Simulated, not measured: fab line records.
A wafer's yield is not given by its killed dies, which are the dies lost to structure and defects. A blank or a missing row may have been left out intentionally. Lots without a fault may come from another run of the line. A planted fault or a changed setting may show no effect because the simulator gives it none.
What tool caused it? ; flow sky130 ; 11 lots, 33 wafers sampled, at 2 steps of a route of 708

## WHAT EACH GAUGE READ, for each wafer
SKY_CONTACT_CD_MEAS_14 targets a cd of 170 nm.
lot;measured;on;cdNm (nm)
L707;day 30 17:34;cdSem-01;170.3 171.0 170.0
L709;day 31 16:35;cdSem-02;167.8 169.6 168.1
L713;day 33 14:56;cdSem-01;172.4 172.6 173.9
L714;day 33 19:01;cdSem-02;171.7 169.7 170.9
L715;day 34 10:02;cdSem-01;170.1 170.4 172.1
L723;day 37 04:58;cdSem-01;169.8 170.3 169.9
L722;day 37 05:04;cdSem-01;171.1 171.4 172.2
L725;day 37 06:54;cdSem-01;170.8 171.4 170.9
L726;day 37 16:04;cdSem-02;169.8 169.6 171.1
L728;day 39 02:14;cdSem-01;167.8 168.9 169.0
L730;day 39 06:43;cdSem-02;166.6 168.5 166.6

## WHAT TOOL EACH LOT RAN ON (gives the tool, then ch and the chambers of the sampled wafers, and finally the start)
lot;SKY_LOCAL_INTERCONNECT_METAL_ETCH_14
L707;rieMetal-03 ch 1, day 29 12:44
L709;rieMetal-04 ch 0,1, day 30 12:22
L713;rieMetal-03 ch 1, day 32 11:13
L714;rieMetal-02 ch 0,1, day 32 15:17
L715;rieMetal-04 ch 0,1, day 33 06:52
L723;rieMetal-04 ch 0,1, day 36 00:42
L722;rieMetal-03 ch 0,1, day 36 01:23
L725;rieMetal-02 ch 0,1, day 36 02:48
L726;rieMetal-02 ch 0,1, day 36 12:44
L728;rieMetal-04 ch 0,1, day 38 00:32
L730;rieMetal-02 ch 0,1, day 38 04:46
- SKY_LOCAL_INTERCONNECT_METAL_ETCH_14: etches TiN in Cl2/BCl3, stops on PSG, target depth 110 nm, time 31.4 s.

## THE ANSWER, worked out from the rows above alone
Rule: the usual values come from the lots themselves. Put in order of their means at a reading, lots are off if they are a third of the lots or fewer, leave a main group of 4 or more, and stand apart from it by a gap of 3 or more times the standard deviation of the main group's means; of several such gaps the widest counts. A main group whose means are all the same, to the digits that the tables above print for the reading, isn't used. Also off: a lot with no number at a reading for which 4 or more lots have one. The other lots that the step has rows for count as sound.
None of the lots is off at any reading shown; this tells nothing.

## WHAT WAS PUT IN BY THE SIMULATOR
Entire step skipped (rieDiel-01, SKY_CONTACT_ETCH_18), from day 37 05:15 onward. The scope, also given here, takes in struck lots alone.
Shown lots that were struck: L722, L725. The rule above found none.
